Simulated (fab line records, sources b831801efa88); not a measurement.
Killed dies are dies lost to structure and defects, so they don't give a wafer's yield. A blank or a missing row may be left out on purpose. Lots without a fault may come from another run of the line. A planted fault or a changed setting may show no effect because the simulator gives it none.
A struck lot beside a sound one | flow sky130 | 15 steps out of a route of 708
Sound: wafers L950.2, L950.3, L950.6. Struck: wafers L961.1, L961.4, L961.5. The cause comes at the end.
At each step with rows: each side's tool, then ch and its chambers, then its first start. Under that, the readings that differ: sound wafers | struck wafers | difference of the means | sigmas: that difference in standard deviations of wafers without a fault.
alike: readings whose means differ by less than 2 such deviations, and words and numbers that are the same on both sides. not compared: withheld readings, readings that some wafer has no value for, bounds like >300 that may hide the same value, and numbers for which the record gives no deviation and whose values overlap.
The two part at a step that has a row with sigmas, a row that says differs or no value, or rows on one side only. Numbers that don't overlap but have no deviation are shown without sigmas and don't part them. A reading that every wafer of one side lacks parts them only if that side has two wafers or more.

first, 1 step without rows for these wafers: SKY_VT_ADJUST_LVTN_IMPLANT_19.
SKY_VT_ADJUST_LVTN_STRIP_20: strips in O2/N2.
  sound on plasma_asher-04 ch 0,1, day 8 02:19; struck on plasma_asher-02 ch 0,1, day 11 03:03
  alike: drypump_motor_current_A, oes_product_au, strip_time_to_endpoint_s
  not compared: rf_hours_counter_h
SKY_VT_ADJUST_LVTN_TW_MEAS_21:
  sound on film_metro-02, day 8 02:26; struck on film_metro-01, day 11 03:09
  alike: VT_ADJUST_LVTN_2_TW
then, 7 steps without rows for these wafers: SKY_VT_ADJUST_NCORE_DEHYDRATE_00 (time 60 s); SKY_VT_ADJUST_NCORE_HMDS_01 (prime time 60 s); SKY_VT_ADJUST_NCORE_COAT_02 (resist thk 1140 nm); SKY_VT_ADJUST_NCORE_SOFTBAKE_03 (time 60 s); SKY_VT_ADJUST_NCORE_EXPOSE_04 (exposes mask LVTN COMPLEMENT THIN, target cd 380 nm); SKY_VT_ADJUST_NCORE_PEB_05; SKY_VT_ADJUST_NCORE_DEVELOP_06 (develop time 60 s).
SKY_VT_ADJUST_NCORE_CD_MEAS_07: target cd 380 nm.
  sound on cd_sem-02, day 8 21:59; struck on cd_sem-02, day 12 03:26
  alike: cd_nm
SKY_VT_ADJUST_NCORE_OVL_MEAS_08:
  sound on overlay-01, day 8 22:06; struck on overlay-01, day 12 03:33
  alike: VT_ADJUST_NCORE_OVL
SKY_VT_ADJUST_NCORE_IMPLANT_09:
  sound on implanter-01 ch 0, day 8 22:09; struck on implanter-01, day 12 03:35
  no value came back on the struck wafers for beam_energy_keV, beam_on_s (s), implant_ion_amu; on the sound wafers beam_energy_keV reads 10.005 10.003 9.999
SKY_VT_ADJUST_NCORE_STRIP_10: strips in O2/N2.
  sound on plasma_asher-01 ch 0,1, day 8 22:17; struck on plasma_asher-04 ch 0,1, day 12 03:44
  reading                      | sound             | struck            | difference | sigmas
  drypump_motor_current_A (A)  | 5.9 6.1 5.9       | 5.0 5.5 4.9       | -0.8       | -2
  strip_time_to_endpoint_s (s) | 14.07 14.18 14.09 | 14.22 14.21 14.20 | +0.10      | +3
  alike: oes_product_au
  not compared: rf_hours_counter_h
SKY_VT_ADJUST_NCORE_TW_MEAS_11:
  sound on film_metro-04, day 8 22:23; struck on film_metro-03, day 12 03:50
  reading            | sound             | struck         | difference | sigmas
  VT_ADJUST_NCORE_TW | 217.8 216.7 218.0 | 29.8 29.8 29.8 | -187.7     | -99 or more

WHERE THEY PART
First at SKY_VT_ADJUST_NCORE_IMPLANT_09; last, within this record, at SKY_VT_ADJUST_NCORE_TW_MEAS_11.

WHY: what the simulator had put in
Skipped step whole: implanter-01, from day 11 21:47 on, at SKY_VT_ADJUST_NCORE_IMPLANT_09. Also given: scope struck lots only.
